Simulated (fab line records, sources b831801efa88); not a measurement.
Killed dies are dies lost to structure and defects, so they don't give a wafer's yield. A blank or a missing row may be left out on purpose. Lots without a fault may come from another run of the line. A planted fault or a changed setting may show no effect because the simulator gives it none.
Which tool did it? | flow gf180mcu | 12 lots, 36 wafers sampled, at 2 steps of a route of 602

WHAT THE GAUGES READ, wafer by wafer
GF_CONTACT_THK_MEAS_01.
lot  | measured     | on            | CONTACT_CVD_00_THK (nm)
L075 | day 15 12:35 | film_metro-04 | 297.1 298.0 298.2
L077 | day 16 04:04 | film_metro-02 | 297.8 298.5 294.4
L079 | day 16 22:37 | film_metro-02 | 298.7 300.4 300.1
L081 | day 17 14:14 | film_metro-02 | 297.1 300.8 300.3
L083 | day 18 06:00 | film_metro-04 | 299.1 294.1 295.8
L085 | day 19 05:11 | film_metro-03 | 293.0 299.5 294.5
L087 | day 19 16:56 | film_metro-02 | 300.8 302.4 298.0
L089 | day 20 12:07 | film_metro-03 | 298.9 296.3 298.0
L091 | day 21 03:43 | film_metro-03 | 298.4 298.0 298.3
L093 | day 21 20:36 | film_metro-03 | 294.7 300.0 295.5
L094 | day 22 20:01 | film_metro-04 | 298.9 300.1 299.1
L097 | day 23 05:34 | film_metro-03 | 298.4 296.1 298.7

WHICH TOOL RAN EACH LOT (tool, then ch and the chambers of the sampled wafers, then the start)
lot  | GF_SALICIDE_RTA_08
L075 | rtp_anneal-02 ch 0, day 15 12:26
L077 | rtp_anneal-02 ch 0, day 16 03:55
L079 | rtp_anneal-01 ch 0, day 16 22:29
L081 | rtp_anneal-01 ch 0, day 17 14:05
L083 | rtp_anneal-01 ch 0, day 18 05:52
L085 | rtp_anneal-02 ch 0, day 19 05:02
L087 | rtp_anneal-01 ch 0, day 19 16:47
L089 | rtp_anneal-02 ch 0, day 20 11:58
L091 | rtp_anneal-01 ch 0, day 21 03:34
L093 | rtp_anneal-01 ch 0, day 21 20:28
L094 | rtp_anneal-01 ch 0, day 22 19:52
L097 | rtp_anneal-01 ch 0, day 23 05:26
- GF_SALICIDE_RTA_08: time 30 s.

THE ANSWER, worked out from the rows above alone
Rule: what is usual is taken from the lots themselves. Put in order of their means at a reading, lots are off if they are a third of the lots or fewer, leave a main group of 4 or more, and stand apart from it by a gap of 3 or more times the standard deviation of the main group's means; of several such gaps the widest counts. A main group whose means are all the same, to the digits that the tables above print for the reading, isn't used. A lot without any number at a reading at which 4 lots or more have one is off too. The other lots that the step has rows for count as sound.
No lot is off at any reading shown: from this, nothing can be told.

WHAT THE SIMULATOR HAD PUT IN
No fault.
